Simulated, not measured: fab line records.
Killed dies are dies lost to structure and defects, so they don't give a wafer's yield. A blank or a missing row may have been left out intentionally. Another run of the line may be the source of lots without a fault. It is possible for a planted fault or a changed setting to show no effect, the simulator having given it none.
fab line records | flow sky130
[record] lots = 10 | wafers = 30 | last_day = 50
route steps=708 shown METAL2@486 CAPM@537 PAD_OPEN@708
lots that met no fault: from a run of the same line without faults
start_h: the number of hours between the record's first day and the start of the first shown wafer of the lot | wait_h: time in hours since the lot's previous step | " the same as in the row above | L1.1+2: one row covering several wafers at once | - value missing, or start not given | * or withheld: withheld | < > ~ a bound
route shown NAME@n: NAME is a module with steps in the file, n the number in the route of the first one | usual: mean and standard deviation over wafers with no fault | same: alike in all rows | chamber/n: place in a boat | sites: each site's reading | _std_site: standard deviation across them | _edge_site: mean of outer sites minus mean of inner sites | radius_mm: how far each site lies from the wafer's centre | mask NAME#n: copy n | behind: the last tool/chamber to shape the wafer | hold: the reason the lot was held/the length of the hold in hours/how it ended | device: transistor that didn't switch, given as n, p or np | end of line: tests run on the same wafers once the route is complete | a step without rows: its recipe alone | killed: at the first sort, the dies lost to defects and structure; wafer yield is something else | map: dies across one wafer; x = killed, . = not, _ = none there
set.NAME: the run value of the setting; set.NAME@STEP: its run value at that earlier step | model.NAME: the simulator's own value behind a step, which no gauge read
one table for each step of the route and one row for each wafer, over a sample of lots
services: from which hour (start_h, from the record's first day; less than 0 if before it) a tool's chamber was out of use, for how many hours, and why
[[steps]]
[step SKY_METAL2_SPUTTER_03]
[recipe] material = Ti | target_thk_nm = 5 | power_w = 3000 | time_s = 3.3 | chamber_pressure_pa = 0.4
[usual] throttle_valve_pct = 29.9/1.4
lot.wafer | tool           | chamber | start_h | wait_h | throttle_valve_pct
L959.1    | pvd_sputter-02 | -       | 809.23  | 0.0    | 29.9
L959.5    | "              | -       | "       | "      | 29.8
L959.6    | "              | -       | "       | "      | 30.8
L960.2    | pvd_sputter-04 | -       | 819.79  | 0.0    | 31.0
L960.3    | "              | -       | "       | "      | 28.0
L960.5    | "              | -       | "       | "      | 31.9
L961.1    | pvd_sputter-03 | -       | 824.62  | 0.0    | 30.4
L961.4    | "              | -       | "       | "      | 29.3
L961.5    | "              | -       | "       | "      | 30.3
L963.1    | pvd_sputter-03 | -       | 837.04  | 0.0    | 30.4
L963.3    | "              | -       | "       | "      | 29.4
L963.5    | "              | -       | "       | "      | 30.1
L965.1    | pvd_sputter-04 | -       | 854.32  | 0.0    | 30.9
L965.3    | "              | -       | "       | "      | 28.2
L965.4    | "              | -       | "       | "      | 28.1
L972.2    | pvd_sputter-04 | -       | 906.54  | 0.0    | 31.3
L972.3    | "              | -       | "       | "      | 28.1
L972.6    | "              | -       | "       | "      | 28.3
L973.4    | pvd_sputter-02 | -       | 920.14  | 0.0    | 29.6
L973.5    | "              | -       | "       | "      | 29.4
L973.6    | "              | -       | "       | "      | 28.2
L975.3    | pvd_sputter-04 | -       | 922.56  | 0.0    | 27.9
L975.4    | "              | -       | "       | "      | 31.0
L975.6    | "              | -       | "       | "      | 28.0
L976.2    | pvd_sputter-02 | -       | 929.82  | 0.0    | 29.7
L976.3    | "              | -       | "       | "      | 28.0
L976.4    | "              | -       | "       | "      | 30.8
L981.2    | pvd_sputter-02 | -       | 963.71  | 0.0    | 31.1
L981.4    | "              | -       | "       | "      | 29.9
L981.5    | "              | -       | "       | "      | 28.0
[step SKY_METAL2_ETCH_18]
[recipe] chemistry = N2/H2 | target = BARC | ion_energy_ev = 200 | bias_w = 100 | pressure_mtorr = 30 | n2_flow_sccm = 100 | h2_flow_sccm = 200 | icp_w = 500 | stop_on = SiO2 | time_s = 45.9 | target_depth_a = 600
[usual] drypump_motor_current_A = 5.7/0.43 | oes_product_au = 0.856/0.0048 | throttle_valve_pct = 13.225/0.0094
lot.wafer | tool         | chamber | start_h | wait_h | drypump_motor_current_A | oes_product_au | rf_hours_counter_h | throttle_valve_pct
L959.1    | rie_metal-03 | 1       | 835.32  | 0.0    | 6.2                     | 0.859          | 14                 | 13.240
L959.5    | "            | 1       | "       | "      | 6.2                     | 0.848          | -                  | 13.220
L959.6    | "            | 0       | "       | "      | 5.2                     | 0.860          | -                  | 13.222
L960.2    | rie_metal-03 | 0       | 846.32  | 0.0    | 5.2                     | 0.857          | 9                  | 13.216
L960.3    | "            | 1       | "       | "      | 6.2                     | 0.853          | -                  | 13.223
L960.5    | "            | 0       | "       | "      | 5.2                     | 0.847          | -                  | 13.206
L961.1    | rie_metal-03 | 1       | 851.25  | 0.0    | 6.2                     | 0.851          | 14                 | 13.219
L961.4    | "            | 0       | "       | "      | 5.2                     | 0.853          | -                  | 13.235
L961.5    | "            | 0       | "       | "      | 5.2                     | 0.853          | -                  | 13.222
L963.1    | rie_metal-01 | 0       | 863.22  | 0.0    | 6.3                     | 0.862          | 7                  | 13.227
L963.3    | "            | 0       | "       | "      | 6.3                     | 0.852          | -                  | 13.230
L963.5    | "            | 1       | "       | "      | 5.4                     | 0.856          | -                  | 13.229
L965.1    | rie_metal-01 | 0       | 880.90  | 0.0    | 6.3                     | 0.856          | 8                  | 13.217
L965.3    | "            | 1       | "       | "      | 5.4                     | 0.852          | -                  | 13.221
L965.4    | "            | 0       | "       | "      | 6.3                     | 0.852          | -                  | 13.220
L972.2    | rie_metal-04 | 0       | 931.40  | 0.0    | 5.8                     | 0.856          | 6                  | 13.220
L972.3    | "            | 1       | "       | "      | 5.4                     | 0.863          | -                  | 13.215
L972.6    | "            | 1       | "       | "      | 5.4                     | 0.851          | -                  | 13.228
L973.4    | rie_metal-01 | 0       | 945.17  | 0.0    | 6.3                     | 0.863          | -                  | 13.244
L973.5    | "            | 0       | "       | "      | 6.3                     | 0.861          | -                  | 13.224
L973.6    | "            | 1       | "       | "      | 5.4                     | 0.862          | -                  | 13.229
L975.3    | rie_metal-03 | 0       | 947.47  | 0.1    | 5.2                     | 0.856          | -                  | 13.238
L975.4    | "            | 0       | "       | "      | 5.2                     | 0.858          | -                  | 13.236
L975.6    | "            | 0       | "       | "      | 5.2                     | 0.853          | -                  | 13.222
L976.2    | rie_metal-04 | 1       | 954.05  | 0.0    | 5.3                     | 0.853          | 12                 | 13.229
L976.3    | "            | 1       | "       | "      | 5.4                     | 0.854          | -                  | 13.216
L976.4    | "            | 0       | "       | "      | 5.8                     | 0.857          | -                  | 13.223
L981.2    | rie_metal-03 | 0       | 987.62  | 0.0    | 5.2                     | 0.860          | 15                 | 13.241
L981.4    | "            | 0       | "       | "      | 5.2                     | 0.844          | -                  | 13.219
L981.5    | "            | 0       | "       | "      | 5.2                     | 0.856          | -                  | 13.229
[step SKY_CAPM_CVD_00]
[recipe] material = SiO2 | target_thk_nm = 15.5 | temp_c = 400 | time_s = withheld | rf_w = 450
[usual] heater_power_outer_w = 443/55 | heater_power_w = 752/76
lot.wafer | tool     | chamber | start_h | wait_h | heater_power_outer_w | heater_power_w
L959.1    | pecvd-02 | 0       | 864.06  | 0.0    | 455                  | 755
L959.5    | "        | 0       | "       | "      | 462                  | 767
L959.6    | "        | 2       | "       | "      | 506                  | 803
L960.2    | pecvd-03 | 0       | 876.09  | 0.0    | 447                  | 783
L960.3    | "        | 1       | "       | "      | 504                  | 834
L960.5    | "        | 2       | "       | "      | 472                  | 850
L961.1    | pecvd-02 | 1       | 879.26  | 0.0    | 437                  | 741
L961.4    | "        | 1       | "       | "      | 423                  | 741
L961.5    | "        | 2       | "       | "      | 510                  | 815
L963.1    | pecvd-04 | 2       | 891.65  | 0.0    | 414                  | 646
L963.3    | "        | 0       | "       | "      | 357                  | 589
L963.5    | "        | 1       | "       | "      | 516                  | 817
L965.1    | pecvd-03 | 2       | 909.29  | 0.0    | 447                  | 830
L965.3    | "        | 1       | "       | "      | 446                  | 743
L965.4    | "        | 2       | "       | "      | 446                  | 828
L972.2    | pecvd-02 | 1       | 958.47  | 0.0    | 412                  | 712
L972.3    | "        | 0       | "       | "      | 429                  | 718
L972.6    | "        | 1       | "       | "      | 412                  | 707
L973.4    | pecvd-03 | 1       | 971.63  | 0.0    | 440                  | 744
L973.5    | "        | 2       | "       | "      | 377                  | 729
L973.6    | "        | 0       | "       | "      | 384                  | 680
L975.3    | pecvd-02 | 2       | 974.04  | 0.0    | 485                  | 840
L975.4    | "        | 1       | "       | "      | 442                  | 775
L975.6    | "        | 2       | "       | "      | 505                  | 825
L976.2    | pecvd-04 | 0       | 980.72  | 0.0    | 379                  | 630
L976.3    | "        | 1       | "       | "      | 560                  | 858
L976.4    | "        | 2       | "       | "      | 434                  | 682
L981.2    | pecvd-04 | 1       | 1013.98 | 0.0    | 482                  | 776
L981.4    | "        | 0       | "       | "      | 326                  | 600
L981.5    | "        | 1       | "       | "      | 479                  | 806
[step SKY_CAPM_SPUTTER_02]
[recipe] material = TiN | target_thk_nm = 200 | temp_c = 300 | power_w = 6500 | time_s = 166.7 | chamber_pressure_pa = 0.4
[usual] throttle_valve_pct = 29.9/1.1
lot.wafer | tool           | chamber | start_h | wait_h | throttle_valve_pct
L959.1    | pvd_sputter-02 | -       | 864.14  | 0.1    | 29.6
L959.5    | "              | -       | "       | "      | 29.8
L959.6    | "              | -       | "       | "      | 31.0
L960.2    | pvd_sputter-02 | -       | 876.18  | 0.0    | 28.1
L960.3    | "              | -       | "       | "      | 29.9
L960.5    | "              | -       | "       | "      | 29.9
L961.1    | pvd_sputter-02 | -       | 879.34  | 0.1    | 31.0
L961.4    | "              | -       | "       | "      | 28.4
L961.5    | "              | -       | "       | "      | 28.3
L963.1    | pvd_sputter-02 | -       | 891.73  | 0.1    | 29.7
L963.3    | "              | -       | "       | "      | 28.1
L963.5    | "              | -       | "       | "      | 28.2
L965.1    | pvd_sputter-01 | -       | 909.37  | 0.1    | 30.5
L965.3    | "              | -       | "       | "      | 31.7
L965.4    | "              | -       | "       | "      | 30.5
L972.2    | pvd_sputter-02 | -       | 958.56  | 0.0    | 30.0
L972.3    | "              | -       | "       | "      | 29.7
L972.6    | "              | -       | "       | "      | 28.2
L973.4    | pvd_sputter-02 | -       | 971.70  | 0.0    | 28.1
L973.5    | "              | -       | "       | "      | 28.1
L973.6    | "              | -       | "       | "      | 29.6
L975.3    | pvd_sputter-01 | -       | 974.12  | 0.0    | 30.4
L975.4    | "              | -       | "       | "      | 31.7
L975.6    | "              | -       | "       | "      | 30.2
L976.2    | pvd_sputter-02 | -       | 980.80  | 0.0    | 28.0
L976.3    | "              | -       | "       | "      | 31.0
L976.4    | "              | -       | "       | "      | 29.7
L981.2    | pvd_sputter-03 | -       | 1014.06 | 0.0    | 29.7
L981.4    | "              | -       | "       | "      | 30.2
L981.5    | "              | -       | "       | "      | 32.3
[step SKY_CAPM_RS_MEAS_03]
[recipe] thk_meas_gauge = four-point-probe | reads = TiN_of_CAPM_SPUTTER_02
[usual] CAPM_TIN_RS = 6.94/0.069
lot.wafer | tool          | chamber | start_h | wait_h | CAPM_TIN_RS[ohm/sq]
L959.1    | film_metro-03 | -       | 864.25  | 0.1    | 6.86
L959.5    | "             | -       | "       | "      | 6.81
L959.6    | "             | -       | "       | "      | 6.93
L960.2    | film_metro-03 | -       | 876.31  | 0.1    | 6.95
L960.3    | "             | -       | "       | "      | 6.92
L960.5    | "             | -       | "       | "      | 6.90
L961.1    | film_metro-01 | -       | 879.45  | 0.1    | 6.97
L961.4    | "             | -       | "       | "      | 7.00
L961.5    | "             | -       | "       | "      | 6.95
L963.1    | film_metro-03 | -       | 891.84  | 0.1    | 6.89
L963.3    | "             | -       | "       | "      | 6.93
L963.5    | "             | -       | "       | "      | 6.91
L965.1    | film_metro-01 | -       | 909.48  | 0.1    | 6.90
L965.3    | "             | -       | "       | "      | 6.86
L965.4    | "             | -       | "       | "      | 6.85
L972.2    | film_metro-03 | -       | 958.69  | 0.1    | 7.02
L972.3    | "             | -       | "       | "      | 6.99
L972.6    | "             | -       | "       | "      | 7.13
L973.4    | film_metro-02 | -       | 971.87  | 0.1    | 6.60
L973.5    | "             | -       | "       | "      | 6.62
L973.6    | "             | -       | "       | "      | 6.58
L975.3    | film_metro-02 | -       | 974.27  | 0.1    | 6.84
L975.4    | "             | -       | "       | "      | 6.88
L975.6    | "             | -       | "       | "      | 6.86
L976.2    | film_metro-02 | -       | 980.93  | 0.1    | 6.62
L976.3    | "             | -       | "       | "      | 6.67
L976.4    | "             | -       | "       | "      | 6.65
L981.2    | film_metro-01 | -       | 1014.19 | 0.1    | 6.92
L981.4    | "             | -       | "       | "      | 6.99
L981.5    | "             | -       | "       | "      | 6.94
[step SKY_CAPM_THK_MEAS_04]
[recipe] thk_meas_gauge = xrf | reads = TiN_of_CAPM_SPUTTER_02
[usual] CAPM_TIN_THK = 197.6/2.4
lot.wafer | tool          | chamber | start_h | wait_h | CAPM_TIN_THK[nm]
L959.1    | film_metro-03 | -       | 864.37  | 0.1    | 199.7
L959.5    | "             | -       | "       | "      | 201.5
L959.6    | "             | -       | "       | "      | 198.7
L960.2    | film_metro-03 | -       | 876.42  | 0.1    | 197.9
L960.3    | "             | -       | "       | "      | 199.2
L960.5    | "             | -       | "       | "      | 198.8
L961.1    | film_metro-01 | -       | 879.57  | 0.1    | 199.5
L961.4    | "             | -       | "       | "      | 199.2
L961.5    | "             | -       | "       | "      | 199.4
L963.1    | film_metro-03 | -       | 891.96  | 0.1    | 198.1
L963.3    | "             | -       | "       | "      | 196.7
L963.5    | "             | -       | "       | "      | 198.4
L965.1    | film_metro-01 | -       | 909.60  | 0.1    | 200.1
L965.3    | "             | -       | "       | "      | 201.9
L965.4    | "             | -       | "       | "      | 202.2
L972.2    | film_metro-03 | -       | 958.80  | 0.1    | 195.3
L972.3    | "             | -       | "       | "      | 195.7
L972.6    | "             | -       | "       | "      | 192.9
L973.4    | film_metro-02 | -       | 971.96  | 0.1    | 204.5
L973.5    | "             | -       | "       | "      | 204.2
L973.6    | "             | -       | "       | "      | 205.0
L975.3    | film_metro-02 | -       | 974.37  | 0.1    | 197.7
L975.4    | "             | -       | "       | "      | 195.5
L975.6    | "             | -       | "       | "      | 197.1
L976.2    | film_metro-02 | -       | 981.04  | 0.1    | 203.8
L976.3    | "             | -       | "       | "      | 201.7
L976.4    | "             | -       | "       | "      | 203.7
L981.2    | film_metro-01 | -       | 1014.30 | 0.1    | 199.5
L981.4    | "             | -       | "       | "      | 197.3
L981.5    | "             | -       | "       | "      | 197.6
[step SKY_CAPM_METAL_ETCH_13]
[recipe] target_depth_nm = 220 | stop_on = SiO2 | chemistry = Cl2/BCl3 | target = TiN | pressure_mtorr = 10 | icp_w = 900 | bias_w = 48.5 | Cl2_flow_sccm = 60 | bcl3_flow_sccm = 30 | time_s = 62.9
[usual] drypump_motor_current_A = 5.8/0.5 | oes_product_au = 0.939/0.0066 | throttle_valve_pct = 21.904/0.011
lot.wafer | tool         | chamber | start_h | wait_h | drypump_motor_current_A | oes_product_au | rf_hours_counter_h | throttle_valve_pct
L959.1    | rie_metal-02 | 1       | 889.77  | 0.0    | 5.7                     | 0.944          | 12                 | 21.892
L959.5    | "            | 0       | "       | "      | 6.5                     | 0.946          | -                  | 21.908
L959.6    | "            | 1       | "       | "      | 5.7                     | 0.945          | -                  | 21.919
L960.2    | rie_metal-01 | 1       | 900.67  | 0.0    | 5.4                     | 0.936          | 11                 | 21.895
L960.3    | "            | 0       | "       | "      | 6.3                     | 0.942          | -                  | 21.893
L960.5    | "            | 0       | "       | "      | 6.3                     | 0.935          | -                  | 21.915
L961.1    | rie_metal-02 | 0       | 904.20  | 0.0    | 6.4                     | 0.937          | 10                 | 21.898
L961.4    | "            | 0       | "       | "      | 6.5                     | 0.932          | -                  | 21.908
L961.5    | "            | 1       | "       | "      | 5.6                     | 0.932          | -                  | 21.922
L963.1    | rie_metal-01 | 1       | 917.05  | 0.0    | 5.3                     | 0.945          | 11                 | 21.901
L963.3    | "            | 0       | "       | "      | 6.3                     | 0.935          | -                  | 21.890
L963.5    | "            | 1       | "       | "      | 5.4                     | 0.945          | -                  | 21.904
L965.1    | rie_metal-02 | 0       | 933.30  | 0.0    | 6.5                     | 0.942          | 12                 | 21.899
L965.3    | "            | 1       | "       | "      | 5.6                     | 0.944          | -                  | 21.908
L965.4    | "            | 0       | "       | "      | 6.5                     | 0.948          | -                  | 21.885
L972.2    | rie_metal-01 | 1       | 982.45  | 0.0    | 5.4                     | 0.927          | 15                 | 21.908
L972.3    | "            | 1       | "       | "      | 5.4                     | 0.929          | -                  | 21.912
L972.6    | "            | 1       | "       | "      | 5.4                     | 0.932          | -                  | 21.927
L973.4    | rie_metal-03 | 0       | 995.49  | 0.0    | 5.2                     | 0.963          | -                  | 21.877
L973.5    | "            | 1       | "       | "      | 6.2                     | 0.970          | -                  | 21.865
L973.6    | "            | 0       | "       | "      | 5.2                     | 0.974          | -                  | 21.879
L975.3    | rie_metal-03 | 1       | 997.64  | 0.0    | 6.1                     | 0.946          | -                  | 21.910
L975.4    | "            | 0       | "       | "      | 5.2                     | 0.941          | -                  | 21.903
L975.6    | "            | 1       | "       | "      | 6.2                     | 0.941          | -                  | 21.911
L976.2    | rie_metal-02 | 1       | 1004.52 | 0.0    | 5.6                     | 0.965          | 18                 | 21.888
L976.3    | "            | 0       | "       | "      | 6.5                     | 0.964          | -                  | 21.894
L976.4    | "            | 1       | "       | "      | 5.6                     | 0.968          | -                  | 21.873
L981.2    | rie_metal-01 | 0       | 1037.15 | 0.0    | 6.3                     | 0.944          | 16                 | 21.901
L981.4    | "            | 0       | "       | "      | 6.3                     | 0.931          | -                  | 21.899
L981.5    | "            | 1       | "       | "      | 5.3                     | 0.937          | -                  | 21.907
[step SKY_PAD_OPEN_PROBE_99]
[usual] defect_limited_yield = 82.7/1.8 | killed_at_M0_to_M3 = 42/7.5 | killed_at_M4_up = 3.2/1.7 | killed_at_contacts = 24/5.1 | killed_at_front_end = 15/4.1 | killed_at_other = 0.3/0.58 | killed_dies = 85/8.9 | killed_on_rim = 17/3.9 | killed_open = 46/6.4 | killed_short = 39/6 | sort_bin_3_pad_short = 0.9/0.4 | sort_bin_5_function = 10.1/1.6 | sort_bin_6_memory = 6.3/1 | sort_bin_8_speed = 0.00/0.024 | sort_n_pass = 407/9 | sort_yield_pct = 82.7/1.8
[same] gross_dies = 492 | killed_at_back_side = 0 | sort_bin_4_leakage[%] = 0
lot.wafer | tool      | chamber | start_h | wait_h | defect_limited_yield[%] | killed_at_M0_to_M3 | killed_at_M4_up | killed_at_contacts | killed_at_front_end | killed_at_other | killed_dies | killed_on_rim | killed_open | killed_short | sort_bin_3_pad_short[%] | sort_bin_5_function[%] | sort_bin_6_memory[%] | sort_bin_8_speed[%] | sort_n_pass | sort_yield_pct[%]
L963.1    | prober-02 | -       | 1110.24 | 0.1    | 85.4                    | 27                 | 2               | 20                 | 23                  | 0               | 72          | 14            | 38          | 34           | 0.4                     | 8.7                    | 5.5                  | 0                   | 420         | 85.4
L963.3    | prober-02 | -       | 1110.34 | 0.2    | 81.1                    | 48                 | 6               | 22                 | 17                  | 0               | 93          | 21            | 47          | 46           | 1.2                     | 10.0                   | 7.7                  | 0                   | 399         | 81.1
L963.5    | prober-02 | -       | 1110.44 | 0.2    | 84.6                    | 33                 | 3               | 22                 | 18                  | 0               | 76          | 12            | 38          | 38           | 0.8                     | 8.5                    | 6.1                  | 0                   | 416         | 84.6
L965.1    | prober-02 | -       | 1121.90 | 0.1    | 79.1                    | 58                 | 1               | 27                 | 17                  | 0               | 103         | 23            | 56          | 47           | 1.2                     | 11.8                   | 7.9                  | 0                   | 389         | 79.1
L965.3    | prober-02 | -       | 1122.00 | 0.2    | 79.5                    | 53                 | 4               | 32                 | 11                  | 1               | 101         | 26            | 50          | 51           | 1.2                     | 13.6                   | 5.7                  | 0                   | 391         | 79.5
L965.4    | prober-02 | -       | 1122.05 | 0.2    | 84.6                    | 34                 | 3               | 27                 | 12                  | 0               | 76          | 13            | 38          | 38           | 0.6                     | 10.6                   | 4.3                  | 0                   | 416         | 84.6
// killed by level:class
L963.1 FIELD_ISO:geometric_particle:open=9 LI_CONTACT:geometric_particle:open=8 POLY_GATE:geometric_particle:short=6 METAL1:geometric_particle:short=5 CONTACT:geometric_particle:open=5 FIELD_ISO:geometric_particle:short=4 VIA1:geometric_particle:open=4 CONTACT:geometric_particle:short=4
L963.3 CONTACT:geometric_particle:open=9 METAL1:geometric_particle:short=9 VIA3:geometric_particle:open=7 VIA2:geometric_particle:open=7 LI_CONTACT:geometric_particle:open=5 VIA1:geometric_particle:open=5 VIA3:geometric_particle:short=5 METAL4:geometric_particle:short=5
L963.5 CONTACT:geometric_particle:open=9 VIA1:geometric_particle:open=9 METAL2:geometric_particle:short=7 FIELD_ISO:geometric_particle:short=6 CONTACT:geometric_particle:short=6 POLY_GATE:geometric_particle:open=4 LI_CONTACT:geometric_particle:open=4 VIA2:geometric_particle:open=4
L965.1 VIA3:geometric_particle:open=11 VIA1:geometric_particle:open=10 VIA1:geometric_particle:short=9 CONTACT:geometric_particle:open=8 LI_CONTACT:geometric_particle:open=8 LOCAL_INTERCONNECT:geometric_particle:short=7 METAL1:geometric_particle:short=7 VIA2:geometric_particle:open=6
L965.3 VIA1:geometric_particle:open=13 CONTACT:geometric_particle:open=11 VIA3:geometric_particle:open=9 LOCAL_INTERCONNECT:geometric_particle:short=8 LI_CONTACT:geometric_particle:open=6 METAL1:geometric_particle:short=6 METAL2:geometric_particle:short=6 VIA2:geometric_particle:open=6
L965.4 CONTACT:geometric_particle:open=8 LI_CONTACT:geometric_particle:open=7 VIA2:geometric_particle:open=7 VIA3:geometric_particle:open=6 CONTACT:geometric_particle:short=5 METAL1:geometric_particle:short=4 VIA1:geometric_particle:short=4 FIELD_ISO:geometric_particle:open=3
[[services]]
tool           | chamber | start_h | hours | kind
pecvd-04       | 0       | 788.92  | 21.3  | repair
pecvd-02       | -       | 801.01  | 1.6   | repair
pvd_sputter-04 | 0       | 832.38  | -     | consumable_replace:kit
pvd_sputter-04 | 0       | 832.38  | 18.0  | scheduled_down
pvd_sputter-04 | 0       | 832.38  | 18.0  | vent_cycle
rie_metal-02   | 1       | 838.82  | 17.5  | repair
pecvd-02       | 2       | 848.93  | 5.5   | scheduled_down
pecvd-02       | 0       | 855.11  | 5.5   | scheduled_down
pecvd-02       | -       | 869.63  | 2.8   | pm
pvd_sputter-03 | -       | 878.37  | 5.4   | repair
pvd_sputter-01 | -       | 879.90  | 1.4   | repair
pecvd-04       | 1       | 894.48  | 3.4   | repair
pecvd-03       | -       | 898.49  | 1.5   | repair
pecvd-03       | -       | 931.90  | 6.0   | pm
rie_metal-03   | 1       | 946.42  | -     | clean
rie_metal-03   | 1       | 946.42  | 18.1  | scheduled_down
rie_metal-03   | 1       | 946.42  | 18.1  | vent_cycle
pvd_sputter-03 | -       | 949.14  | 14.9  | repair
pecvd-02       | 2       | 956.24  | 3.6   | repair
pecvd-02       | 2       | 963.15  | 5.5   | scheduled_down
pecvd-02       | -       | 979.20  | 5.5   | pm
pvd_sputter-01 | -       | 984.22  | 1.3   | repair
pvd_sputter-04 | 3       | 1004.80 | -     | consumable_replace:kit
pecvd-03       | -       | 1028.97 | 4.3   | pm
[[key]]
[first_sign] step = SKY_CAPM_RS_MEAS_03 | reading = CAPM_TIN_RS | direction = down | sigmas = 4.7 | usual = 6.94 | struck = 6.62
[effect] step = SKY_CAPM_THK_MEAS_04 | reading = CAPM_TIN_THK | direction = up | sigmas = 2.6 | usual = 197.6 | struck = 203.8
[effect] step = SKY_CAPM_METAL_ETCH_13 | reading = oes_product_au | direction = up | sigmas = 4.2 | usual = 0.939 | struck = 0.967
met_at SKY_CAPM_SPUTTER_02
struck_lots L973,L976
not_acting_at SKY_METAL2_SPUTTER_03,SKY_METAL2_ETCH_18,SKY_CAPM_CVD_00
onset_between 958.56 971.70
[fault] kind = process_parameter_drift | tool = pvd_sputter-02 | chamber = - | onset_h = 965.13 | steps = SKY_CAPM_SPUTTER_02 | channel = target_thk_nm | offset = 10.067 | shape = step | end_h = 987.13 | acts_in = these_recipes_only | stated = 200
